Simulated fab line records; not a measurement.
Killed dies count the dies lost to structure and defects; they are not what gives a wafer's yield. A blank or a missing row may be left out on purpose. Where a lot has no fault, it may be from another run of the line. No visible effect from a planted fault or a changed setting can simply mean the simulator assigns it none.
Chamber matching + flow sky130 + 4 sister chambers for SKY_POLY_GATE_ETCH_17 on rie_si-01
The step etches poly-Si in HBr/Cl2, stops on SiO2, target depth 180 nm, time 70.5 s. 16 wafers are shown with their chamber, then 8 later ones without.

WAFERS, EACH WITH ITS CHAMBER
| wafer  | chamber | drypump_motor_current_A (A) | rf_fwd_power_W (W) | throttle_valve_pct (%) |
|--------|---------|-----------------------------|--------------------|------------------------|
| L530.1 | 1       | 5.8                         | 394.9              | 33.689                 |
| L530.3 | 3       | 5.7                         | 397.1              | 33.677                 |
| L530.5 | 0       | 5.4                         | 396.5              | 33.667                 |
| L531.2 | 3       | 5.6                         | 394.8              | 33.680                 |
| L531.5 | 1       | 5.8                         | 395.2              | 33.690                 |
| L531.6 | 0       | 5.4                         | 395.3              | 33.694                 |
| L537.1 | 2       | 5.9                         | 398.4              | 33.693                 |
| L537.3 | 1       | 5.8                         | 397.0              | 33.693                 |
| L537.6 | 2       | 5.9                         | 397.9              | 33.688                 |
| L538.2 | 0       | 5.4                         | 397.1              | 33.680                 |
| L538.4 | 3       | 5.7                         | 397.6              | 33.695                 |
| L538.6 | 2       | 5.9                         | 398.3              | 33.690                 |
| L540.4 | 1       | 5.8                         | 395.0              | 33.689                 |
| L540.5 | 2       | 5.9                         | 399.9              | 33.696                 |
| L540.6 | 3       | 5.7                         | 397.2              | 33.687                 |
| L548.2 | 1       | 5.8                         | 396.1              | 33.688                 |

SIGNATURES (averages over the wafers above)
| reading                 | chamber 0 | chamber 1 | chamber 2 | chamber 3 | scatter within a chamber |
|-------------------------|-----------|-----------|-----------|-----------|--------------------------|
| drypump_motor_current_A | 5.400     | 5.800     | 5.900     | 5.675     | 0.025                    |
| rf_fwd_power_W          | 396.300   | 395.640   | 398.625   | 396.675   | 1                        |
| throttle_valve_pct      | 33.68033  | 33.68980  | 33.69175  | 33.68475  | 0.00712                  |
Rule: for a wafer and a chamber, the distance is found by dividing, reading by reading, the gap between the wafer's reading and the chamber's mean by the reading's scatter, squaring, summing and taking the root. The wafer belongs to the nearest chamber; if the next one is less than 2 further off, it can't be placed. The scatter is the square root of a quotient: the sum, over the shown wafers, of each reading's squared deviation from its chamber's mean, divided by wafers minus chambers.

WAFERS WHOSE CHAMBER IS MISSING
| wafer  | drypump_motor_current_A (A) | rf_fwd_power_W (W) | throttle_valve_pct (%) |
|--------|-----------------------------|--------------------|------------------------|
| L548.3 | 5.7                         | 396.0              | 33.686                 |
| L548.5 | 5.7                         | 396.0              | 33.685                 |
| L550.1 | 5.9                         | 396.0              | 33.681                 |
| L550.3 | 5.4                         | 397.8              | 33.693                 |
| L550.6 | 5.9                         | 396.9              | 33.680                 |
| L552.4 | 5.9                         | 396.3              | 33.696                 |
| L552.5 | 5.8                         | 397.6              | 33.685                 |
| L552.6 | 5.4                         | 397.1              | 33.693                 |

EACH ONE'S CHAMBER
| wafer  | from the rows above     | in truth |
|--------|-------------------------|----------|
| L548.3 | 3                       | 3        |
| L548.5 | 3                       | 3        |
| L550.1 | can't be placed: 2 or 1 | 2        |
| L550.3 | 0                       | 0        |
| L550.6 | 2                       | 2        |
| L552.4 | can't be placed: 2 or 1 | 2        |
| L552.5 | 1                       | 1        |
| L552.6 | 0                       | 0        |
Placed correctly: 6 of 8. Can't be placed from these rows: 2 (the true chamber is among the candidates in 2). 0 placed wrongly.
